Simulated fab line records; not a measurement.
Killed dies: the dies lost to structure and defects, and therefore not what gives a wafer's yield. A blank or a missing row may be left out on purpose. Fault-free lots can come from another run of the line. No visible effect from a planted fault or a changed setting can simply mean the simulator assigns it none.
Chamber matching || flow sfq-line || 4 sister chambers for SFQ_TRILAYER_I3_VIA_ETCH_VIA_ETCH_088 on rie-diel-04
The step etches SiO2 in CHF3, stops on Nb, target depth 260 nm. 8 wafers are shown with their chamber, then 8 later ones without.

WAFERS WITH THEIR CHAMBER
{"wafer": "L085.2", "chamber": 2, "oes-product-au (a.u.)": 0.844}
{"wafer": "L085.3", "chamber": 1, "oes-product-au (a.u.)": 0.847}
{"wafer": "L085.5", "chamber": 3, "oes-product-au (a.u.)": 0.859}
{"wafer": "L085.6", "chamber": 0, "oes-product-au (a.u.)": 0.847}
{"wafer": "L086.1", "chamber": 0, "oes-product-au (a.u.)": 0.854}
{"wafer": "L086.2", "chamber": 3, "oes-product-au (a.u.)": 0.856}
{"wafer": "L086.3", "chamber": 1, "oes-product-au (a.u.)": 0.851}
{"wafer": "L086.4", "chamber": 2, "oes-product-au (a.u.)": 0.856}

WAFERS WHOSE CHAMBER IS MISSING
{"wafer": "L086.5", "oes-product-au (a.u.)": 0.855}
{"wafer": "L086.6", "oes-product-au (a.u.)": 0.854}
{"wafer": "L087.1", "oes-product-au (a.u.)": 0.852}
{"wafer": "L087.2", "oes-product-au (a.u.)": 0.855}
{"wafer": "L087.3", "oes-product-au (a.u.)": 0.858}
{"wafer": "L087.4", "oes-product-au (a.u.)": 0.847}
{"wafer": "L087.5", "oes-product-au (a.u.)": 0.849}
{"wafer": "L087.6", "oes-product-au (a.u.)": 0.845}

CHAMBER TAKEN BY EACH
{"wafer": "L086.5", "from the rows above": "can't be placed: 3 or 0 or 2 or 1", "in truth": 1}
{"wafer": "L086.6", "from the rows above": "can't be placed: 0 or 3 or 2 or 1", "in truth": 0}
{"wafer": "L087.1", "from the rows above": "can't be placed: 0 or 2 or 1 or 3", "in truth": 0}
{"wafer": "L087.2", "from the rows above": "can't be placed: 3 or 0 or 2 or 1", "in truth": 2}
{"wafer": "L087.3", "from the rows above": "can't be placed: 3 or 0 or 2 or 1", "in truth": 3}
{"wafer": "L087.4", "from the rows above": "can't be placed: 1 or 2 or 0 or 3", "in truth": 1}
{"wafer": "L087.5", "from the rows above": "can't be placed: 1 or 2 or 0 or 3", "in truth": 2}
{"wafer": "L087.6", "from the rows above": "can't be placed: 1 or 2 or 0 or 3", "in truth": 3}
0 of 8 placed correctly. Unplaceable from these rows: 8, with the true chamber sitting among the candidates in 8. Wrongly placed: 0.
How it was worked out, from the rows above alone: a wafer's distance from a chamber is the root of the sum, over the readings, of the square of ((its reading less the chamber's mean) divided by the reading's scatter). If the next closest chamber is less than 2 further off than the closest, the wafer can't be placed; otherwise it belongs to the closest. For every chamber, the mean is computed from those of its wafers that are shown. The scatter is the square root of a quotient: the sum, over the shown wafers, of each reading's squared deviation from its chamber's mean, divided by wafers minus chambers.
